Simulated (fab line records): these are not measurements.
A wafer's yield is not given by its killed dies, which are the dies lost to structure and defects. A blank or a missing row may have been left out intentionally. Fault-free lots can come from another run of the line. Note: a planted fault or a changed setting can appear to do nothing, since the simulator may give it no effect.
Problem report in the 8D (eight disciplines) form, filled by code :: flow gf180mcu :: the parts of the form that need people (team, actions taken, sign-off) are left out

## 1. THE ISSUE
Wafers without a fault read 259.8 nm, standard deviation 1.3; cdNm at GF_V4_CD_MEAS_14 reads a mean of 249.8 nm on 9 wafers belonging to 3 lots. Measured from the usual mean, that is -7.7 standard deviations.
The step: target cd 260 nm.
Seen first at day 28 00:28 on cdSem-01, wafer L893.4. At this step, 39 wafers from 13 lots have a number in the record. By rule, "out" or "out of limits" means more than 4 standard deviations away from the usual mean. The rest of the wafers with a number are treated as sound.

## 2. WHAT IT IS, AND WHAT IT ISN'T
question: which readings at this step
is: cdNm
is not: -

question: which lots
is: L893, L897, L899
is not: L884, L886, L887, L888, L891, L892, L898, L902, L904, L905

question: which wafers of those lots
is: all that have a number
is not: -

question: read on which gauges
is: cdSem-01, cdSem-02
is not: -

question: when
is: from day 28 00:28
is not: up to then (18 sound wafers); but 12 sound wafers of L898, L902, L904, L905 came after

## 3. WHAT RULES OUT EACH SUSPECT
Counting: a tool stays on the suspect list if, at a process step up to the reading, it processed all lots that are out and no sound lot following the first of them.
- the gauge at GF_V4_CD_MEAS_14 is ruled out. 2 gauges (cdSem-01, cdSem-02) read the wafers that are out.
- lithoTrack-02 at GF_V4_SOFTBAKE_10 (time 60 s): kept. All lots that are out passed through it, beginning with L893 at day 27 14:00, and no sound lot followed; its final sound lot before that point was L892 at day 27 00:00. Its own heaterPowerTotalW, plateTempC readings are out on those wafers.
After counting, what remains is lithoTrack-02 at GF_V4_SOFTBAKE_10.

## 4. THE CAUSE (what the simulator had put in)
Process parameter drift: lithoTrack-02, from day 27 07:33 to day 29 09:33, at GF_V4_SOFTBAKE_10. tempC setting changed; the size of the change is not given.
The count eliminated every tool but this one.

## 5. THE CHAIN OF EFFECTS, in route order
Each row: a reading whose mean over the struck wafers that have a number lies more than 3 standard deviations from the usual. Only readings for which the record gives a usual standard deviation are gone through. hours: the time from each lot's start at the first step in this table that gives one to its start at this step, as a median over the lots. sigmas: the change in usual standard deviations.
hours: 0
step: GF_V4_SOFTBAKE_10
reading: heaterPowerTotalW
usual: 93.05 W
on struck wafers: 89.67
change: -3.38
sigmas: -53

hours: 0
step: GF_V4_SOFTBAKE_10
reading: plateTempC
usual: 130.00 C
on struck wafers: 126.40
change: -3.60
sigmas: -22

hours: 10
step: GF_V4_CD_MEAS_14
reading: cdNm
usual: 259.8 nm
on struck wafers: 249.8
change: -10.0
sigmas: -7.7
Its process steps:
- GF_V4_SOFTBAKE_10: time 60 s.
Later measuring or inspecting steps at which every struck wafer that the step has a row for has a number for every such reading, and none has moved that far: GF_V4_OVL_MEAS_15.

## 6. WHAT WOULD HAVE CAUGHT IT SOONER
Counted from the fault's start at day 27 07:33, it took 17 hours until the first out-of-limits reading at a measuring or inspecting step in this record, taken at day 28 00:28.
At GF_V4_SOFTBAKE_10, the tool's own readings (heaterPowerTotalW, plateTempC) were out on each struck wafer the step has a row for, so an alarm limit on them would have fired on the first such wafer.
L897, L899, from the lots that are out (3), started GF_V4_SOFTBAKE_10 on lithoTrack-02 later than day 28 00:28. A hold on the tool at that time would have spared those 2.
